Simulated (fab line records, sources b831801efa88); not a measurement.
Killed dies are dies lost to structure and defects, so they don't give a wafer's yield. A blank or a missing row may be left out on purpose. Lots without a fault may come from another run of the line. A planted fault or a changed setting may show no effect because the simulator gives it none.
Chamber matching | flow gf180mcu | GF_V2_CVD_02 on pecvd-03: 3 sister chambers
The step deposits SiO2 from TEOS, target thk 850 nm, time 94.851 s. 3 wafers are shown with their chamber, then 9 later ones without.

WAFERS WITH THEIR CHAMBER
wafer  | chamber | heater_power_w (W)
L268.5 | 2       | 700
L279.1 | 0       | 618
L280.5 | 1       | 831

WAFERS WITHOUT THEIR CHAMBER
wafer  | heater_power_w (W)
L281.1 | 763
L281.2 | 537
L281.5 | 589
L283.1 | 633
L283.3 | 801
L283.6 | 582
L284.1 | 613
L284.5 | 635
L284.6 | 682

WHICH CHAMBER EACH WENT THROUGH
wafer  | from the rows above     | in truth
L281.1 | can't be placed: 2 or 1 | 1
L281.2 | 0                       | 0
L281.5 | 0                       | 0
L283.1 | can't be placed: 0 or 2 | 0
L283.3 | can't be placed: 1 or 2 | 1
L283.6 | 0                       | 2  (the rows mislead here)
L284.1 | 0                       | 0
L284.5 | can't be placed: 0 or 2 | 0
L284.6 | can't be placed: 2 or 0 | 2
Placed correctly: 3 of 9. Can't be placed from these rows: 5 (the true chamber is among the candidates in 5). Placed wrongly: 1.
How it was worked out, from the rows above alone: a wafer's distance from a chamber is the root of the sum, over the readings, of the square of ((its reading less the chamber's mean) divided by the reading's scatter). The wafer belongs to the nearest chamber; if the next one is less than 2 further off, it can't be placed. A chamber's mean is the mean of its shown wafers. The scatter: with one shown wafer a chamber, the root of the mean of the squares of how far each hidden wafer lies from its nearest shown one.
